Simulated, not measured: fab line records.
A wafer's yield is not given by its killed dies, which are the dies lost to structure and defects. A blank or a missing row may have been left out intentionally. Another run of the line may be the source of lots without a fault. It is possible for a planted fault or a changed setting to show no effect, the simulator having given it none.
fab line records	flow sfqLine
[record] lots = 15	wafers = 45	lastDay = 92
route steps=325 shown M4@161 JJ@190 M5@204
lots that met no fault: taken from a fault-free run of the same line
startH: hours from the record's opening day to when the first of the lot's shown wafers began	waitH: hours elapsed since this lot's preceding step	" identical to the entry in the row above	L1.1+2: one row covering several wafers at once	- no value, or no start was given	* or withheld: withheld	< > ~ a bound
route shown NAME@n: NAME is a module with steps in the file, n the number in the route of the first one	usual: mean/standard deviation of fault-free wafers	same: alike in all rows	chamber/n: place in a boat	sites: per-site readings	_std_site: standard deviation across them	_edge_site: inner sites' mean taken away from outer sites' mean	radiusMm: for every site, how far away it sits from the centre of the wafer	mask NAME#n: copy n	behind: the tool/chamber that last shaped the wafer	hold: reason for holding the lot/hours on hold/outcome of the hold	device: the n, p or np transistor that did not switch	end of line: the same wafers' tests at the end of the route	a step with no rows: only its recipe	killed: dies lost to structure and defects at the first sort, not the wafer's yield	map: the dies of a wafer, with x for killed, . for not killed, _ for no die there
set.NAME: the setting that was run; set.NAME@STEP: the one run at that earlier step	model.NAME: the simulator's own value behind a step, which no gauge read
a sample of lots followed through the steps of the route, with each step as a table and each wafer as a row
services: when a tool's chamber went out of use (startH, in hours from the record's first day, below 0 if earlier), for how many hours, and the reason
[[steps]]
[step SFQ_TRILAYER_M4_STRIP_STRIP_097]
[recipe] gas = O2	powerW = 200	platenTempC = 40	overashFraction = 0.65	chemistry = O2	pressureMtorr = 50
[usual] drypumpMotorCurrentA = 6.07/0.28	oesProductAu = 1.002/0.011	platenTempC = 40.01/0.12
lot.wafer	tool	chamber	startH	waitH	drypumpMotorCurrentA	oesProductAu	platenTempC	rfHoursCounterH
L293.1	rieMetal-01	1	1174.09	0.1	6.06	0.986	40.18	77
L293.3	"	1	"	"	6.09	0.982	39.99	-
L293.6	"	1	"	"	6.10	0.989	40.26	-
L294.2	rieMetal-01	0	1176.49	0.1	5.93	1.018	39.97	115
L294.3	"	0	"	"	5.92	1.009	40.14	-
L294.4	"	1	"	"	6.12	0.997	40.14	-
L295.2	rieMetal-02	1	1177.81	0.1	5.87	1.010	40.00	4
L295.3	"	1	"	"	5.89	1.014	40.24	-
L295.5	"	0	"	"	6.28	1.004	39.95	-
L298.1	rieMetal-03	1	1211.34	0.1	5.73	1.001	39.93	24
L298.2	"	0	"	"	6.58	0.990	40.04	33
L298.6	"	0	"	"	6.62	0.996	40.00	-
L299.1	rieMetal-01	0	1212.54	0.1	5.93	1.017	39.87	122
L299.3	"	1	"	"	6.05	0.987	39.94	-
L299.5	"	1	"	"	6.09	0.989	39.93	-
L300.1	rieMetal-03	1	1448.52	0.1	5.73	1.008	39.92	57
L300.2	"	0	"	"	6.58	0.984	39.93	62
L300.3	"	1	"	"	5.73	1.005	40.09	-
L303.3	rieMetal-01	0	1465.77	0.2	5.97	1.004	40.09	-
L303.4	"	1	"	"	6.08	0.991	40.00	-
L303.5	"	1	"	"	6.07	0.987	39.89	-
L304.2	rieMetal-02	0	1466.77	0.1	6.27	1.025	40.04	88
L304.3	"	1	"	"	5.90	1.010	40.16	-
L304.6	"	0	"	"	6.25	1.018	40.23	-
L306.3	rieMetal-01	1	1471.77	0.2	6.07	0.991	40.00	-
L306.4	"	0	"	"	5.97	1.005	40.07	-
L306.6	"	1	"	"	6.08	0.983	40.14	-
L307.1	rieMetal-01	0	1473.97	0.1	5.94	1.005	39.95	28
L307.3	"	1	"	"	6.09	0.983	40.07	-
L307.5	"	0	"	"	5.95	1.004	39.85	-
L310.1	rieMetal-03	0	1479.97	0.1	6.61	0.991	40.06	67
L310.3	"	0	"	"	6.61	0.995	39.99	-
L310.6	"	0	"	"	6.61	0.984	40.10	-
L311.1	rieMetal-01	0	1482.56	0.2	5.95	0.989	40.02	30
L311.3	"	0	"	"	5.93	1.010	40.08	-
L311.5	"	0	"	"	5.96	0.998	40.00	-
L312.1	rieMetal-03	0	1484.77	0.1	6.60	0.985	39.77	68
L312.4	"	0	"	"	6.60	0.994	39.87	-
L312.5	"	0	"	"	6.58	0.992	39.95	-
L314.2	rieMetal-03	0	1491.97	0.1	6.59	0.985	39.98	69
L314.3	"	0	"	"	6.60	0.997	39.94	-
L314.4	"	1	"	"	5.76	1.000	40.01	-
L315.1	rieMetal-02	0	1493.17	0.1	6.24	1.029	39.90	93
L315.3	"	0	"	"	6.25	1.033	39.83	-
L315.4	"	1	"	"	5.93	1.002	39.89	-
[step SFQ_TRILAYER_JJ_CE_LITHO_DEVELOP_116]
[recipe] timeS = 60	resist = KrF
[usual] chillPlateTempC = 22.98/0.098	exhaustPa = 45.2/0.99	timeS = 60/0
lot.wafer	tool	chamber	startH	waitH	chillPlateTempC	exhaustPa	timeS
L293.1	lithoTrack-03	0	1197.69	0.1	22.96	44.9	60
L293.3	"	0	"	"	22.86	44.1	60
L293.6	"	0	"	"	22.96	44.1	60
L294.2	lithoTrack-03	0	1200.07	0.1	23.00	45.9	60
L294.3	"	0	"	"	22.94	45.3	60
L294.4	"	0	"	"	22.96	47.0	60
L295.2	lithoTrack-04	0	1432.58	0.1	22.97	44.9	60
L295.3	"	0	"	"	23.01	44.2	60
L295.5	"	0	"	"	22.96	44.0	60
L298.1	lithoTrack-02	0	1451.65	0.1	22.96	45.0	60
L298.2	"	0	"	"	22.99	44.2	60
L298.6	"	0	"	"	23.01	44.4	60
L299.1	lithoTrack-04	0	1452.85	0.1	23.04	47.0	60
L299.3	"	0	"	"	23.13	46.0	60
L299.5	"	0	"	"	23.13	47.6	60
L300.1	lithoTrack-04	0	1460.52	0.1	22.99	44.3	60
L300.2	"	0	"	"	23.18	43.5	60
L300.3	"	0	"	"	23.12	44.5	60
L303.3	lithoTrack-03	0	1487.40	0.1	23.07	45.2	60
L303.4	"	0	"	"	23.05	47.0	60
L303.5	"	0	"	"	23.06	45.6	60
L304.2	lithoTrack-03	0	1489.77	0.1	23.05	44.8	60
L304.3	"	0	"	"	23.09	42.9	60
L304.6	"	0	"	"	23.00	44.9	60
L307.1	lithoTrack-04	0	1498.15	0.1	23.02	44.2	60
L307.3	"	0	"	"	22.98	44.3	60
L307.5	"	0	"	"	22.99	45.1	60
L306.3	lithoTrack-02	0	1500.60	0.1	23.08	46.4	60
L306.4	"	0	"	"	22.90	45.9	60
L306.6	"	0	"	"	23.09	46.3	60
L310.1	lithoTrack-03	-	1507.75	0.1	-	-	-
L310.3	"	-	"	"	-	-	-
L310.6	"	-	"	"	-	-	-
L311.1	lithoTrack-02	-	1517.88	0.1	-	-	-
L311.3	"	-	"	"	-	-	-
L311.5	"	-	"	"	-	-	-
L312.1	lithoTrack-03	-	1522.68	0.1	-	-	-
L312.4	"	-	"	"	-	-	-
L312.5	"	-	"	"	-	-	-
L314.2	lithoTrack-04	0	1621.56	0.1	23.00	44.3	60
L314.3	"	0	"	"	22.91	46.0	60
L314.4	"	0	"	"	23.03	45.4	60
L315.1	lithoTrack-04	0	1625.13	0.1	23.04	43.4	60
L315.3	"	0	"	"	23.08	43.8	60
L315.4	"	0	"	"	23.07	44.4	60
[step SFQ_M5_OVL_MEAS_932]
[usual] M5_OVL = 0/5
lot.wafer	tool	chamber	startH	waitH	M5_OVL[nm]
L293.1	overlay-02	-	1207.52	0.1	-8
L293.3	"	-	"	"	-4
L293.6	"	-	"	"	-1
L294.2	overlay-02	-	1208.72	0.1	3
L294.3	"	-	"	"	2
L294.4	"	-	"	"	9
L295.2	overlay-02	-	1545.31	0.1	6
L295.3	"	-	"	"	-2
L295.5	"	-	"	"	0
L298.1	overlay-02	-	1566.90	0.1	8
L298.2	"	-	"	"	5
L298.6	"	-	"	"	-3
L299.1	overlay-02	-	1568.10	0.1	-7
L299.3	"	-	"	"	-4
L299.5	"	-	"	"	-5
L300.1	overlay-02	-	1576.50	0.1	-2
L300.2	"	-	"	"	5
L300.3	"	-	"	"	1
L303.3	overlay-02	-	1594.62	0.1	-4
L303.4	"	-	"	"	3
L303.5	"	-	"	"	0
L304.2	overlay-02	-	1595.80	0.1	-3
L304.3	"	-	"	"	-7
L304.6	"	-	"	"	-4
L307.1	overlay-02	-	1604.33	0.1	-7
L307.3	"	-	"	"	-3
L307.5	"	-	"	"	-1
L306.3	overlay-01	-	1606.74	0.1	-4
L306.4	"	-	"	"	-12
L306.6	"	-	"	"	-11
L310.1	overlay-02	-	1618.73	0.1	-
L310.3	"	-	"	"	-
L310.6	"	-	"	"	-
L311.1	overlay-02	-	1636.75	0.1	-
L311.3	"	-	"	"	-
L311.5	"	-	"	"	-
L312.1	overlay-02	-	1643.95	0.1	-
L312.4	"	-	"	"	-
L312.5	"	-	"	"	-
L314.2	overlay-02	-	1734.16	0.1	8
L314.3	"	-	"	"	12
L314.4	"	-	"	"	6
L315.1	overlay-01	-	1738.95	0.1	9
L315.3	"	-	"	"	3
L315.4	"	-	"	"	2
[step SFQ_TRILAYER_M5_BARC_OPEN_METAL_ETCH_161]
[recipe] maskMaterial = PR	chemistry = O2	targetDepthNm = 125	target = BARC	icpW = 600	biasW = 80	pressureMtorr = 10	timeS = 41.7
[usual] drypumpMotorCurrentA = 6.0/0.49	oesProductAu = 0.685/0.0043	rfFwdPowerW = 593.5/2.4
[same] timeS = 41.7
lot.wafer	tool	chamber	startH	waitH	drypumpMotorCurrentA	oesProductAu	rfFwdPowerW	rfHoursCounterH
L293.1	rieMetal-01	0	1207.55	0.0	6.0	0.681	591.8	121
L293.3	"	1	"	"	6.1	0.684	588.5	-
L293.6	"	0	"	"	5.9	0.684	591.4	-
L294.2	rieMetal-03	1	1208.75	0.0	5.7	0.685	592.4	24
L294.3	"	0	"	"	6.6	0.688	596.0	-
L294.4	"	1	"	"	5.7	0.689	590.9	-
L295.2	rieMetal-04	0	1545.34	0.0	6.4	0.689	597.0	80
L295.3	"	0	"	"	6.4	0.681	595.8	-
L295.5	"	1	"	"	5.1	0.686	594.9	-
L298.1	rieMetal-01	1	1566.94	0.0	6.1	0.690	593.5	11
L298.2	"	0	"	"	5.9	0.681	596.3	46
L298.6	"	0	"	"	6.0	0.689	593.0	-
L299.1	rieMetal-03	0	1568.14	0.0	6.6	0.687	594.6	83
L299.3	"	0	"	"	6.6	0.682	594.3	-
L299.5	"	0	"	"	6.6	0.680	595.1	-
L300.1	rieMetal-03	1	1576.54	0.0	5.7	0.679	594.2	74
L300.2	"	0	"	"	6.6	0.684	590.7	86
L300.3	"	0	"	"	6.6	0.686	593.9	-
L303.3	rieMetal-01	1	1594.66	0.0	6.1	0.687	589.1	-
L303.4	"	0	"	"	6.0	0.678	591.1	-
L303.5	"	1	"	"	6.1	0.675	588.8	-
L304.2	rieMetal-04	0	1595.83	0.0	6.4	0.693	593.9	89
L304.3	"	1	"	"	5.1	0.684	594.9	-
L304.6	"	0	"	"	6.4	0.687	592.5	-
L307.1	rieMetal-04	0	1604.36	0.0	6.4	0.683	595.8	90
L307.3	"	0	"	"	6.4	0.685	594.0	-
L307.5	"	1	"	"	5.1	0.686	592.4	-
L306.3	rieMetal-04	1	1606.78	0.0	5.2	0.690	593.9	-
L306.4	"	0	"	"	6.4	0.674	595.8	-
L306.6	"	1	"	"	5.2	0.690	594.0	-
L310.1	rieMetal-01	1	1618.76	0.0	6.1	0.687	593.2	19
L310.3	"	1	"	"	6.1	0.688	593.6	-
L310.6	"	1	"	"	6.1	0.683	591.2	-
L311.1	rieMetal-04	0	1636.79	0.0	6.4	0.687	597.0	94
L311.3	"	1	"	"	5.2	0.681	594.8	-
L311.5	"	1	"	"	5.1	0.682	594.5	-
L312.1	rieMetal-03	1	1643.99	0.0	5.7	0.684	596.7	85
L312.4	"	1	"	"	5.7	0.686	593.3	-
L312.5	"	0	"	"	6.6	0.692	593.4	-
L314.2	rieMetal-01	0	1734.19	0.0	5.9	0.686	592.4	70
L314.3	"	1	"	"	6.1	0.691	589.0	-
L314.4	"	0	"	"	6.0	0.683	591.5	-
L315.1	rieMetal-04	1	1738.99	0.0	5.2	0.688	593.1	100
L315.3	"	1	"	"	5.2	0.690	595.1	-
L315.4	"	0	"	"	6.4	0.688	600.4	-
[[services]]
tool	chamber	startH	hours	kind
rieMetal-02	1	1150.30	20.5	repair
rieMetal-01	-	1178.15	0.6	repair
rieMetal-04	-	1222.35	2.8	pm
rieMetal-01	0	1233.40	-	clean
rieMetal-01	0	1233.40	-	consumableReplace:focusRing
rieMetal-01	0	1233.40	22.4	scheduledDown
rieMetal-04	1	1236.04	1.1	repair
rieMetal-02	0	1260.25	4.1	repair
rieMetal-02	1	1262.65	1.3	repair
rieMetal-03	-	1336.54	19.0	repair
rieMetal-03	0	1364.10	6.9	repair
rieMetal-02	1	1395.96	56.0	repair
rieMetal-01	1	1406.15	2.0	repair
rieMetal-01	0	1413.45	4.8	repair
rieMetal-04	-	1414.73	2.6	repair
rieMetal-04	-	1427.80	0.6	repair
rieMetal-01	-	1517.30	0.2	repair
rieMetal-02	0	1534.17	10.0	repair
rieMetal-04	-	1548.16	1.5	repair
rieMetal-03	0	1555.83	1.6	repair
rieMetal-03	1	1555.89	18.7	repair
rieMetal-02	1	1559.61	5.3	repair
rieMetal-02	-	1561.31	1.4	pm
rieMetal-02	-	1678.56	2.8	pm
[[key]]
[firstSign] step = SFQ_TRILAYER_JJ_CE_LITHO_DEVELOP_116	reading = toolRecord	direction = missing
effect none on later readings
metAt SFQ_TRILAYER_JJ_CE_LITHO_DEVELOP_116
struckLots L310,L311,L312
notActingAt SFQ_TRILAYER_M4_STRIP_STRIP_097,SFQ_M5_OVL_MEAS_932,SFQ_TRILAYER_M5_BARC_OPEN_METAL_ETCH_161
onsetBetween 1500.60 1507.75
[fault] kind = skippedStepWhole	tool = lithoTrack-02,lithoTrack-03	chamber = -	onsetH = 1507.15	steps = SFQ_TRILAYER_JJ_CE_LITHO_DEVELOP_116	scope = struckLotsOnly
